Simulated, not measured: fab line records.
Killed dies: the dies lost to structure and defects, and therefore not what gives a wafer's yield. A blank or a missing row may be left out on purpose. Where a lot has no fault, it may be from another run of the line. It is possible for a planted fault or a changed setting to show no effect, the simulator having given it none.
2 desks looking at one fault ; flow sky130 ; only its own numbers are on each desk; what lay behind them is given at the end

== AT THE METROLOGY DESK ==
Means of the sampled wafers that have a number, per lot and without regard to the tool the lot ran on: this is what the gauges read. Marked OUT: a lot whose mean sits more than 4 standard deviations from the usual mean, which makes it out of limits; the brackets give that distance.
Columns: A = CAPM_OVL at SKY_CAPM_OVL_MEAS_12, usual -0.3 nm; B = METAL5_ALCU_RS at SKY_METAL5_RS_MEAS_05, usual 0.0270 ohm/sq; C = METAL5_ALCU_THK at SKY_METAL5_THK_MEAS_06, usual 1147 nm
lot;first seen here;A;B;C
L859;day 36 22:44;0.3;0.0271;1135
L860;day 37 02:47;0.2;0.0271;1143
L865;day 40 07:39;0.3;0.0268;1162
L867;day 40 12:38;1.3;0.0272;1142
L866;day 40 17:27;-2.6;0.0217 (-16) OUT;1421 (+18) OUT
L869;day 40 17:45;-0.3;0.0215 (-17) OUT;1448 (+20) OUT
L872;day 41 18:28;0.4;0.0270;1139
L871;day 41 21:53;1.4;0.0270;1152
L873;day 42 16:09;0.5;0.0268;1151
L874;day 42 16:48;0.3;0.0274;1128
L878;day 43 09:29;0.2;0.0268;1156
L879;day 43 10:57;0.6;0.0269;1152
L880;day 43 23:58;-1.5;0.0272;1141
L882;day 44 04:32;-0.9;0.0268;1153
This desk's finding: out of limits on L866, L869; first on L866, day 45 20:41 (METAL5_ALCU_RS at SKY_METAL5_RS_MEAS_05). L859, L860, L865, L867, L872, L871, L873, L874, L878, L879, L880, L882: within limits.

== TOOL OWNER'S DESK, pvdSputter-03 ==
The tool's own readings at SKY_METAL5_SPUTTER_02 (material AlCu, target thk 1150 nm, time 61.2 s): means of the sampled wafers that have a number, for each lot that ran on this tool. Marked OUT: a lot whose mean sits more than 4 standard deviations from the usual mean, which makes it out of limits; the brackets give that distance.
Columns: A = throttleValvePct at SKY_METAL5_SPUTTER_02, usual 29.7 %
lot;first seen here;A
L860;day 42 12:26;30.1
L865;day 45 08:46;29.5
L866;day 45 20:32;30.0
L869;day 45 21:53;29.8
L880;day 48 15:47;30.3
This desk's verdict: no lot among the 5 shows anything out of limits.

== PUT TOGETHER ==
L866, L869 would have let the metrology desk raise an alarm at day 45 20:41.
Nothing out of limits was seen by the tool owner's desk.
The tool owner's desk has L866, L869 on record, within its limits.
SKY_METAL5_SPUTTER_02 was run on pvdSputter-03 by each of the lots named.

== WHAT WAS PUT IN BY THE SIMULATOR ==
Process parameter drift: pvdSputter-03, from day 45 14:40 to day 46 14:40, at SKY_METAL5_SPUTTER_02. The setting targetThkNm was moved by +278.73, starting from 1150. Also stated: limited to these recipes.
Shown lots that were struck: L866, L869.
Delay in hours, fault start to first out-of-limits reading, per desk: metrology desk 6.
